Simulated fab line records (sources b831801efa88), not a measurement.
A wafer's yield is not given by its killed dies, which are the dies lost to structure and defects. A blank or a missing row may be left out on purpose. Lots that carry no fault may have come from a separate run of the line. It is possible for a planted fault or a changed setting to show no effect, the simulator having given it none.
Shared-tool check | flow sky130 | Lots sampled 12, wafers sampled 42

## WHY IT WAS OPENED
SKY_SONOS_ONO_THK_MEAS_01, reading SONOS_ONO_OXIDATION_THK: flagged on 2 of 12 lots. No-fault wafers: 2.57 nm, standard deviation 0.052.
Rule: a lot is flagged in two cases, either no wafer of it has a number, or all its wafers with numbers fall more than 4 standard deviations from that mean. The other lots count as sound.

lot  | measured     | on            | SONOS_ONO_OXIDATION_THK (nm), wafer by wafer | flag
L707 | day 12 06:01 | film_metro-01 | 2.51 2.55 2.57                               |
L708 | day 12 11:53 | film_metro-01 | 2.64 2.57 2.62                               |
L709 | day 12 20:38 | film_metro-01 | 2.62 2.56 2.60                               |
L710 | day 13 06:00 | film_metro-03 | 2.47 2.49 2.37                               |
L712 | day 13 23:06 | film_metro-02 | 2.61 2.59 2.60                               |
L715 | day 15 00:50 | film_metro-03 | 2.51 2.55 2.50                               |
L716 | day 15 04:41 | film_metro-03 | 2.60 2.60 2.64                               |
L721 | day 16 17:28 | film_metro-03 | 2.63 2.55 2.62                               |
L722 | day 17 12:51 | film_metro-01 | 2.64 2.56 2.60                               |
L725 | day 18 06:33 | film_metro-02 | 2.95 2.95 2.89 3.00 2.98 3.00                | FLAGGED
L726 | day 18 06:33 | film_metro-01 | 3.03 2.99 2.98 2.98 2.98 2.99                | FLAGGED
L728 | day 18 21:58 | film_metro-03 | 2.54 2.55 2.50                               |
The mean of the flagged lots' numbers is 2.98 nm, +0.41 nm from the usual (+8 standard deviations).

## WHICH TOOL RAN EACH LOT
The record keeps 1 process step preceding the reading, out of 708 steps on the route. Read each cell as the tool, then ch plus the chambers that the sampled wafers visited, then the start.
lot  | flag    | SKY_SONOS_ONO_OXIDATION_00
L707 |         | furnace-01 ch 0, day 12 04:38
L708 |         | furnace-01 ch 0, day 12 10:32
L709 |         | furnace-01 ch 0, day 12 19:17
L710 |         | furnace-01 ch 0, day 13 04:39
L712 |         | furnace-01 ch 0, day 13 21:44
L715 |         | furnace-01 ch 0, day 14 23:28
L716 |         | furnace-01 ch 0, day 15 03:21
L721 |         | furnace-02 ch 0, day 16 16:08
L722 |         | furnace-02 ch 0, day 17 11:30
L725 | FLAGGED | furnace-02 ch 0, day 18 05:12
L726 | FLAGGED | furnace-02 ch 0, day 18 05:12
L728 |         | furnace-01 ch 0, day 18 20:37
What these steps do:
- SKY_SONOS_ONO_OXIDATION_00: stabilise 600 s, purge 300 s, target thk 2.6 nm.
- SKY_SONOS_ONO_THK_MEAS_01

## FLAGGED OVER TOTAL, TOOL BY TOOL (the gauges that took the reading come last)
step                       | tool          | lots run | flagged | share of the flagged lots | sound lots run after its first flagged lot
SKY_SONOS_ONO_OXIDATION_00 | furnace-01    | 8        | 0       | none                      | -
SKY_SONOS_ONO_OXIDATION_00 | furnace-02    | 4        | 2       | all                       | 0
SKY_SONOS_ONO_THK_MEAS_01  | film_metro-01 | 5        | 1       | some                      | 0
SKY_SONOS_ONO_THK_MEAS_01  | film_metro-02 | 2        | 1       | some                      | 0
SKY_SONOS_ONO_THK_MEAS_01  | film_metro-03 | 5        | 0       | none                      | -

## WHAT THE TABLE PERMITS
Rows of the table that ran each flagged lot: 1, that is furnace-02 at SKY_SONOS_ONO_OXIDATION_00.
- furnace-02 at SKY_SONOS_ONO_OXIDATION_00: 2 of its 4 lots flagged. A fault beginning between L722 (day 17 11:30), its last sound lot, and L725 (day 18 05:12), its first flagged one, fits the data. Its own readings lie more than 4 standard deviations out on every wafer of the flagged lots: spike_tc_bottom_C, spike_tc_centre_C, spike_tc_lower_C, spike_tc_upper_C.
Just one tool remains: furnace-02 at SKY_SONOS_ONO_OXIDATION_00.

## WHAT HAD BEEN PUT IN BY THE SIMULATOR
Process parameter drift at SKY_SONOS_ONO_OXIDATION_00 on furnace-02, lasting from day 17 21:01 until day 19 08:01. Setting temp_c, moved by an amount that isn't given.
Shown lots that were struck: L725, L726. The rule given above showed the same thing.
